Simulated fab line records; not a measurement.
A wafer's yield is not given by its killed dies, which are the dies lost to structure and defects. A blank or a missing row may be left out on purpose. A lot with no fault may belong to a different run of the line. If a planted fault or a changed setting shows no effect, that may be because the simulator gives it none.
Which tool is to blame? + flow sky130 + Sampling: 11 lots, 33 wafers, 4 of 708 route steps

WHAT THE GAUGES READ, wafer by wafer
SKY_POLY_GATE_CD_MEAS_13: target cd 150 nm.
| lot  | measured     | on       | cdNm (nm)         |
|------|--------------|----------|-------------------|
| L685 | day 15 17:55 | cdSem-01 | 149.0 149.4 147.9 |
| L686 | day 16 18:44 | cdSem-01 | 149.4 150.0 148.9 |
| L687 | day 16 20:59 | cdSem-02 | 151.5 150.0 150.4 |
| L688 | day 17 05:10 | cdSem-01 | 150.2 150.0 149.5 |
| L695 | day 20 07:13 | cdSem-01 | 150.2 149.1 149.6 |
| L702 | day 23 00:34 | cdSem-01 | 150.8 151.4 150.6 |
| L700 | day 23 01:37 | cdSem-01 | 149.3 149.3 148.8 |
| L704 | day 23 10:38 | cdSem-02 | 149.8 149.8 148.6 |
| L705 | day 24 03:52 | cdSem-02 | 149.7 149.9 149.5 |
| L708 | day 24 20:29 | cdSem-02 | 149.4 150.2 150.5 |
| L707 | day 25 01:16 | cdSem-01 | 151.8 151.5 150.1 |

SKY_SPACER_THK_MEAS_01.
| lot  | measured     | on           | SPACER_CVD_00_THK (nm)        |
|------|--------------|--------------|-------------------------------|
| L685 | day 22 06:49 | filmMetro-04 | 42.7 42.9 42.9                |
| L686 | day 23 05:56 | filmMetro-02 | 75.1 74.9 75.4 75.2 74.9 75.4 |
| L687 | day 23 07:44 | filmMetro-02 | 74.3 74.8 74.1 74.2 74.8 74.2 |
| L688 | day 23 17:46 | filmMetro-01 | 75.9 75.8 75.4 75.9 75.9 75.3 |
| L695 | day 26 18:46 | filmMetro-04 | 42.9 43.1 42.6                |
| L702 | day 29 06:11 | filmMetro-02 | 43.7 43.3 44.0                |
| L700 | day 29 08:46 | filmMetro-01 | 42.8 42.8 42.9                |
| L704 | day 29 15:43 | filmMetro-02 | 43.3 43.2 42.9                |
| L705 | day 30 10:35 | filmMetro-04 | 42.7 42.9 42.7                |
| L708 | day 30 23:40 | filmMetro-01 | 42.7 43.0 42.8                |
| L707 | day 31 05:02 | filmMetro-01 | 43.2 43.2 43.6                |

TOOL THAT RAN EACH LOT (tool first, then ch and the chambers of the sampled wafers, then the start)
| lot  | SKY_LDD_N_STRIP_16                  | SKY_SPACER_CVD_00           |
|------|-------------------------------------|-----------------------------|
| L685 | plasmaAsher-03 ch 1, day 17 01:22   | lpcvd-02 ch 0, day 22 05:00 |
| L686 | plasmaAsher-04 ch 1, day 18 02:10   | lpcvd-02 ch 0, day 23 04:07 |
| L687 | plasmaAsher-04 ch 0,1, day 18 03:46 | lpcvd-02 ch 0, day 23 05:56 |
| L688 | plasmaAsher-04 ch 0,1, day 18 12:58 | lpcvd-02 ch 0, day 23 15:56 |
| L695 | plasmaAsher-03 ch 0,1, day 21 17:04 | lpcvd-02 ch 1, day 26 17:32 |
| L702 | plasmaAsher-01 ch 0,1, day 24 09:19 | lpcvd-02 ch 1, day 29 04:59 |
| L700 | plasmaAsher-01 ch 0,1, day 24 10:31 | lpcvd-02 ch 1, day 29 07:33 |
| L704 | plasmaAsher-03 ch 0,1, day 24 19:50 | lpcvd-02 ch 0, day 29 14:29 |
| L705 | plasmaAsher-04 ch 0,1, day 25 12:16 | lpcvd-02 ch 1, day 30 09:23 |
| L708 | plasmaAsher-03 ch 0, day 26 04:07   | lpcvd-02 ch 1, day 30 22:26 |
| L707 | plasmaAsher-03 ch 0,1, day 26 08:52 | lpcvd-02 ch 1, day 31 03:14 |
- SKY_LDD_N_STRIP_16: strips in O2/N2.
- SKY_SPACER_CVD_00: deposits Si3N4 from DCS/NH3, target thk 43.1 nm, time 740 s.

AS READ BY THE TOOLS THEMSELVES (means over the sampled wafers that have a number; for cases with no such wafer, the mark the record gives instead)
SKY_LDD_N_STRIP_16.
| lot  | tool           | drypumpMotorCurrentA (A) | oesProductAu (a.u.) | stripTimeToEndpointS (s) |
|------|----------------|--------------------------|---------------------|--------------------------|
| L685 | plasmaAsher-03 | 5.7                      | 0.403               | 4.321                    |
| L686 | plasmaAsher-04 | 6.0                      | 0.405               | 4.317                    |
| L687 | plasmaAsher-04 | 6.1                      | 0.407               | 4.300                    |
| L688 | plasmaAsher-04 | 6.1                      | 0.405               | 4.332                    |
| L695 | plasmaAsher-03 | 5.7                      | 0.407               | 4.313                    |
| L702 | plasmaAsher-01 | 5.0                      | 0.407               | 4.337                    |
| L700 | plasmaAsher-01 | 5.0                      | 0.406               | 4.316                    |
| L704 | plasmaAsher-03 | 5.7                      | 0.409               | 4.313                    |
| L705 | plasmaAsher-04 | 6.0                      | 0.408               | 4.318                    |
| L708 | plasmaAsher-03 | 5.5                      | 0.408               | 4.326                    |
| L707 | plasmaAsher-03 | 5.6                      | 0.413               | 4.316                    |

SKY_SPACER_CVD_00.
| lot  | tool     | pressureMtorr (mTorr) | spikeTcBottomC (C) | spikeTcCentreC (C) | spikeTcLowerC (C) | spikeTcTopC (C) | spikeTcUpperC (C) | susceptorTempC (C) | zonePowerBottomPct (%) | zonePowerCentrePct (%) | zonePowerLowerPct (%) | zonePowerTopPct (%) | zonePowerUpperPct (%) |
|------|----------|-----------------------|--------------------|--------------------|-------------------|-----------------|-------------------|--------------------|------------------------|------------------------|-----------------------|---------------------|-----------------------|
| L685 | lpcvd-02 | 249.6                 | 789.9              | 772.0              | 771.6             | 782.6           | 769.6             | 769.8              | 19.0                   | 13.57                  | 12.80                 | 28.9                | 13.3                  |
| L686 | lpcvd-02 | 250.3                 | 841.4              | 823.4              | 822.3             | 832.7           | 821.0             | 821.5              | 21.9                   | 15.60                  | 14.64                 | 31.5                | 15.0                  |
| L687 | lpcvd-02 | 250.3                 | 842.4              | 824.4              | 822.3             | 832.5           | 820.4             | 821.7              | 21.9                   | 15.51                  | 14.79                 | 31.6                | 15.0                  |
| L688 | lpcvd-02 | 250.9                 | 842.4              | 823.0              | 822.8             | 832.4           | 820.4             | 821.9              | 21.8                   | 15.36                  | 14.66                 | 31.9                | 15.1                  |
| L695 | lpcvd-02 | 250.5                 | 786.7              | 771.2              | 772.4             | 784.3           | 769.5             | 769.9              | 17.4                   | 13.84                  | 12.86                 | 27.3                | 11.5                  |
| L702 | lpcvd-02 | 250.1                 | 785.2              | 771.1              | 772.2             | 783.0           | 770.0             | 769.6              | 17.4                   | 14.01                  | 12.71                 | 27.3                | 11.6                  |
| L700 | lpcvd-02 | 249.4                 | 786.2              | 770.1              | 771.9             | 785.0           | 770.0             | 770.2              | 17.5                   | 13.87                  | 12.74                 | 27.4                | 11.5                  |
| L704 | lpcvd-02 | 250.3                 | 791.4              | 773.2              | 770.1             | 782.4           | 768.8             | 769.6              | 19.3                   | 13.69                  | 12.86                 | 28.7                | 13.1                  |
| L705 | lpcvd-02 | 250.3                 | 785.9              | 770.5              | 772.2             | 784.1           | 771.1             | 769.7              | 17.6                   | 13.90                  | 12.68                 | 27.5                | 11.5                  |
| L708 | lpcvd-02 | 249.6                 | 785.4              | 770.3              | 773.1             | 784.8           | 770.8             | 770.3              | 17.5                   | 13.93                  | 12.57                 | 27.3                | 11.5                  |
| L707 | lpcvd-02 | 250.2                 | 786.3              | 771.7              | 772.6             | 783.8           | 769.7             | 770.2              | 17.5                   | 13.99                  | 12.68                 | 27.1                | 11.5                  |

THE ANSWER, worked out from the rows above alone
Rule: the usual values come from the lots themselves. The widest of any qualifying gaps counts: lots, ordered by their means at a reading, are off when they make up no more than a third of the lots, leave a main group of 4 or more, and stand apart from it by 3 or more times the standard deviation of that group's means. If all means in a main group match to the digits the tables above print for the reading, that group is not used. Also off: a lot with no number at a reading for which 4 or more lots have one. Where the step has rows for the other lots, those lots are counted as sound. Order of review: gauges by route order, followed by the tools' own readings, for which a lot's mean as printed above is used. At the first step where some lot is off, the reading lying furthest off is the one used; lots without a number count as furthest.
Off: L686, L687, L688, seen at SKY_SPACER_THK_MEAS_01 (SPACER_CVD_00_THK). Main group: mean 43.0 nm, sd 0.3.
If a tool, at a process step before that reading, ran all the lots that are off and no sound lot after the first of them, it fits. Not tried: the gauges at SKY_SPACER_THK_MEAS_01; whatever is off there is also off at SKY_SPACER_CVD_00, on other tools, and gauge error can't account for it. No candidate that was tried fits.

WHAT HAD BEEN PUT IN BY THE SIMULATOR
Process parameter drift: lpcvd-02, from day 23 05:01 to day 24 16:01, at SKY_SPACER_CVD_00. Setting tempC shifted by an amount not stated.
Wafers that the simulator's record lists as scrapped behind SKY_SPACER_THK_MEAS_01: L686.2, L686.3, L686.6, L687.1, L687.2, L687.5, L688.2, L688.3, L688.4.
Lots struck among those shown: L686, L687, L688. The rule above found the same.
